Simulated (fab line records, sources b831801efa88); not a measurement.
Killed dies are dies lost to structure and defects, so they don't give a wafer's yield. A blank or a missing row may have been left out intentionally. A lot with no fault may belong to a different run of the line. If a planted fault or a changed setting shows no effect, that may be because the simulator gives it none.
Which of the tools did it? :: flow gf180mcu :: 14 lots, 42 wafers sampled, at 5 steps of a route of 602

## WHAT THE GAUGES SHOWED, per wafer
GF_STI_THK_MEAS_22.
lot: L349
measured: day 2 13:38
on: film_metro-03
STI_OXIDATION_01_THK (nm): 15.09 14.87 14.98

lot: L350
measured: day 2 19:10
on: film_metro-01
STI_OXIDATION_01_THK (nm): 14.88 15.00 14.72

lot: L352
measured: day 3 04:52
on: film_metro-01
STI_OXIDATION_01_THK (nm): 14.97 14.67 14.92

lot: L357
measured: day 4 06:58
on: film_metro-03
STI_OXIDATION_01_THK (nm): 15.10 15.08 14.75

lot: L358
measured: day 4 12:10
on: film_metro-01
STI_OXIDATION_01_THK (nm): 15.08 15.40 15.10

lot: L359
measured: day 4 17:50
on: film_metro-01
STI_OXIDATION_01_THK (nm): 15.11 15.43 15.25

lot: L362
measured: day 5 08:33
on: film_metro-03
STI_OXIDATION_01_THK (nm): 15.23 15.22 15.22

lot: L363
measured: day 5 15:00
on: film_metro-03
STI_OXIDATION_01_THK (nm): 15.34 15.09 15.11

lot: L364
measured: day 5 19:41
on: film_metro-01
STI_OXIDATION_01_THK (nm): 15.69 15.68 15.60

lot: L365
measured: day 5 23:50
on: film_metro-01
STI_OXIDATION_01_THK (nm): 15.57 15.39 15.69

lot: L366
measured: day 6 04:28
on: film_metro-03
STI_OXIDATION_01_THK (nm): 15.07 14.85 15.10

lot: L368
measured: day 6 17:32
on: film_metro-04
STI_OXIDATION_01_THK (nm): 14.85 14.85 15.07

lot: L369
measured: day 6 21:31
on: film_metro-01
STI_OXIDATION_01_THK (nm): 14.68 14.85 14.67

lot: L370
measured: day 7 02:16
on: film_metro-04
STI_OXIDATION_01_THK (nm): 14.84 14.75 15.04

GF_HV_LDD_TW_MEAS_50.
lot: L349
measured: day 13 01:41
on: film_metro-03
HV_LDD_4_TW: 582 581 582

lot: L350
measured: day 13 07:29
on: film_metro-04
HV_LDD_4_TW: 557 558 560

lot: L352
measured: day 14 00:26
on: film_metro-04
HV_LDD_4_TW: 557 557 561

lot: L357
measured: day 15 20:19
on: film_metro-03
HV_LDD_4_TW: 522 524 522 521 522 523

lot: L358
measured: day 16 01:17
on: film_metro-02
HV_LDD_4_TW: 507 508 510 508 507 507

lot: L359
measured: day 16 09:18
on: film_metro-02
HV_LDD_4_TW: 505 508 510 508 509 509

lot: L362
measured: day 17 11:36
on: film_metro-04
HV_LDD_4_TW: 564 564 560

lot: L363
measured: day 18 02:59
on: film_metro-03
HV_LDD_4_TW: 585 584 586

lot: L364
measured: day 18 05:29
on: film_metro-02
HV_LDD_4_TW: 574 568 569

lot: L365
measured: day 18 11:26
on: film_metro-02
HV_LDD_4_TW: 571 571 568

lot: L366
measured: day 18 20:12
on: film_metro-02
HV_LDD_4_TW: 569 569 569

lot: L368
measured: day 19 17:54
on: film_metro-03
HV_LDD_4_TW: 585 586 587

lot: L369
measured: day 19 20:26
on: film_metro-03
HV_LDD_4_TW: 589 589 585

lot: L370
measured: day 20 02:53
on: film_metro-03
HV_LDD_4_TW: 584 584 581

GF_SALICIDE_RS_MEAS_04: a four-point-probe measurement.
lot: L349
measured: day 15 22:01
on: film_metro-02
SALICIDE_TIN_RS (ohm/sq): 16.71 16.16 16.62

lot: L350
measured: day 16 02:49
on: film_metro-01
SALICIDE_TIN_RS (ohm/sq): 16.00 16.47 16.26

lot: L352
measured: day 16 22:12
on: film_metro-01
SALICIDE_TIN_RS (ohm/sq): 16.56 16.41 16.57

lot: L357
measured: day 19 00:58
on: film_metro-02
SALICIDE_TIN_RS (ohm/sq): 16.22 16.44 16.26

lot: L358
measured: day 19 02:04
on: film_metro-02
SALICIDE_TIN_RS (ohm/sq): 16.19 16.18 16.15

lot: L359
measured: day 19 12:07
on: film_metro-02
SALICIDE_TIN_RS (ohm/sq): 16.19 16.09 15.95

lot: L362
measured: day 20 15:41
on: film_metro-03
SALICIDE_TIN_RS (ohm/sq): 16.65 16.28 16.88

lot: L363
measured: day 21 08:00
on: film_metro-02
SALICIDE_TIN_RS (ohm/sq): 16.82 16.79 16.86

lot: L364
measured: day 21 09:17
on: film_metro-01
SALICIDE_TIN_RS (ohm/sq): 16.44 16.45 16.55

lot: L365
measured: day 21 16:00
on: film_metro-01
SALICIDE_TIN_RS (ohm/sq): 16.19 16.50 16.44

lot: L366
measured: day 22 01:52
on: film_metro-01
SALICIDE_TIN_RS (ohm/sq): 16.19 16.39 16.58

lot: L368
measured: day 22 20:55
on: film_metro-01
SALICIDE_TIN_RS (ohm/sq): 16.44 16.65 16.80

lot: L369
measured: day 22 23:29
on: film_metro-02
SALICIDE_TIN_RS (ohm/sq): 16.10 16.14 16.28

lot: L370
measured: day 23 05:34
on: film_metro-02
SALICIDE_TIN_RS (ohm/sq): 15.99 16.24 15.99

GF_M1_RS_MEAS_05: a four-point-probe measurement.
lot: L349
measured: day 16 22:50
on: film_metro-01
M1_ALCU_RS (ohm/sq): 0.0691 0.0689 0.0690

lot: L350
measured: day 17 04:10
on: film_metro-02
M1_ALCU_RS (ohm/sq): 0.0685 0.0693 0.0693

lot: L352
measured: day 18 00:37
on: film_metro-02
M1_ALCU_RS (ohm/sq): 0.0692 0.0688 0.0686

lot: L357
measured: day 20 03:31
on: film_metro-02
M1_ALCU_RS (ohm/sq): 0.0704 0.0703 0.0708

lot: L358
measured: day 20 04:59
on: film_metro-04
M1_ALCU_RS (ohm/sq): 0.0686 0.0687 0.0686

lot: L359
measured: day 20 14:38
on: film_metro-02
M1_ALCU_RS (ohm/sq): 0.0698 0.0696 0.0697

lot: L362
measured: day 21 17:37
on: film_metro-02
M1_ALCU_RS (ohm/sq): 0.0698 0.0689 0.0694

lot: L363
measured: day 22 09:37
on: film_metro-01
M1_ALCU_RS (ohm/sq): 0.0711 0.0707 0.0711

lot: L364
measured: day 22 11:29
on: film_metro-02
M1_ALCU_RS (ohm/sq): 0.0690 0.0688 0.0687

lot: L365
measured: day 22 18:07
on: film_metro-02
M1_ALCU_RS (ohm/sq): 0.0711 0.0700 0.0707

lot: L366
measured: day 23 03:51
on: film_metro-04
M1_ALCU_RS (ohm/sq): 0.0696 0.0695 0.0689

lot: L368
measured: day 23 22:21
on: film_metro-02
M1_ALCU_RS (ohm/sq): 0.0696 0.0698 0.0700

lot: L369
measured: day 23 23:58
on: film_metro-01
M1_ALCU_RS (ohm/sq): 0.0683 0.0681 0.0686

lot: L370
measured: day 24 06:31
on: film_metro-01
M1_ALCU_RS (ohm/sq): 0.0694 0.0701 0.0696

## WHICH TOOL RAN EACH LOT (tool, then ch and the chambers of the sampled wafers, then the start)
lot: L349
GF_HV_LDD_IMPLANT_48: implanter-01 ch 0, day 13 01:26

lot: L350
GF_HV_LDD_IMPLANT_48: implanter-01 ch 0, day 13 07:14

lot: L352
GF_HV_LDD_IMPLANT_48: implanter-04 ch 0, day 14 00:13

lot: L357
GF_HV_LDD_IMPLANT_48: implanter-04 ch 0, day 15 20:05

lot: L358
GF_HV_LDD_IMPLANT_48: implanter-04 ch 0, day 16 01:02

lot: L359
GF_HV_LDD_IMPLANT_48: implanter-04 ch 0, day 16 09:03

lot: L362
GF_HV_LDD_IMPLANT_48: implanter-01 ch 0, day 17 11:21

lot: L363
GF_HV_LDD_IMPLANT_48: implanter-02 ch 0, day 18 02:47

lot: L364
GF_HV_LDD_IMPLANT_48: implanter-01 ch 0, day 18 05:14

lot: L365
GF_HV_LDD_IMPLANT_48: implanter-02 ch 0, day 18 11:11

lot: L366
GF_HV_LDD_IMPLANT_48: implanter-02 ch 0, day 18 19:59

lot: L368
GF_HV_LDD_IMPLANT_48: implanter-02 ch 0, day 19 17:39

lot: L369
GF_HV_LDD_IMPLANT_48: implanter-01 ch 0, day 19 20:13

lot: L370
GF_HV_LDD_IMPLANT_48: implanter-04 ch 0, day 20 02:38
- GF_HV_LDD_IMPLANT_48

## AS READ BY THE TOOLS THEMSELVES (means over the sampled wafers that have a number; for cases with no such wafer, the mark the record gives instead)
GF_HV_LDD_IMPLANT_48.
lot: L349
tool: implanter-01
beam_on_s (s): 10.09
tilt_deg (degrees): 7.011

lot: L350
tool: implanter-01
beam_on_s (s): 10.03
tilt_deg (degrees): 6.972

lot: L352
tool: implanter-04
beam_on_s (s): 10.09
tilt_deg (degrees): 6.991

lot: L357
tool: implanter-04
beam_on_s (s): 10.11
tilt_deg (degrees): -0.008

lot: L358
tool: implanter-04
beam_on_s (s): 10.07
tilt_deg (degrees): -0.009

lot: L359
tool: implanter-04
beam_on_s (s): 10.12
tilt_deg (degrees): 0.011

lot: L362
tool: implanter-01
beam_on_s (s): 10.21
tilt_deg (degrees): 6.995

lot: L363
tool: implanter-02
beam_on_s (s): 9.90
tilt_deg (degrees): 7.018

lot: L364
tool: implanter-01
beam_on_s (s): 10.08
tilt_deg (degrees): 6.984

lot: L365
tool: implanter-02
beam_on_s (s): 10.07
tilt_deg (degrees): 6.999

lot: L366
tool: implanter-02
beam_on_s (s): 9.94
tilt_deg (degrees): 7.000

lot: L368
tool: implanter-02
beam_on_s (s): 10.01
tilt_deg (degrees): 6.993

lot: L369
tool: implanter-01
beam_on_s (s): 9.93
tilt_deg (degrees): 6.976

lot: L370
tool: implanter-04
beam_on_s (s): 9.79
tilt_deg (degrees): 6.995

## THE ANSWER, worked out from the rows above alone
Rule: usual is defined by the lots themselves. Put in order of their means at a reading, lots are off if they are a third of the lots or fewer, leave a main group of 4 or more, and stand apart from it by a gap of 3 or more times the standard deviation of the main group's means; of several such gaps the widest counts. The tables above print the reading to a certain number of digits; a main group whose means all agree to those digits is not used. A lot without any number at a reading at which 4 lots or more have one is off too. Any other lot the step has rows for is counted as sound. The gauges are gone through in route order, then the tools' own readings, and for those a lot's mean is taken as printed above. The first step at which some lot is off is used, and at that step the reading that is off furthest; a lot without a number counts as furthest.
Off: L357, L358, L359, at GF_HV_LDD_TW_MEAS_50 (HV_LDD_4_TW). Mean 574 and standard deviation 11 in the main group.
A tool fits if, at a process step before that reading, it ran every lot that is off, and no sound lot after the first of them. The gauges at GF_HV_LDD_TW_MEAS_50 aren't tried: what is off there is off at GF_HV_LDD_IMPLANT_48 too, on other tools, and a gauge's error can't cause that. None of those tried fits.

## WHAT THE SIMULATOR PUT IN
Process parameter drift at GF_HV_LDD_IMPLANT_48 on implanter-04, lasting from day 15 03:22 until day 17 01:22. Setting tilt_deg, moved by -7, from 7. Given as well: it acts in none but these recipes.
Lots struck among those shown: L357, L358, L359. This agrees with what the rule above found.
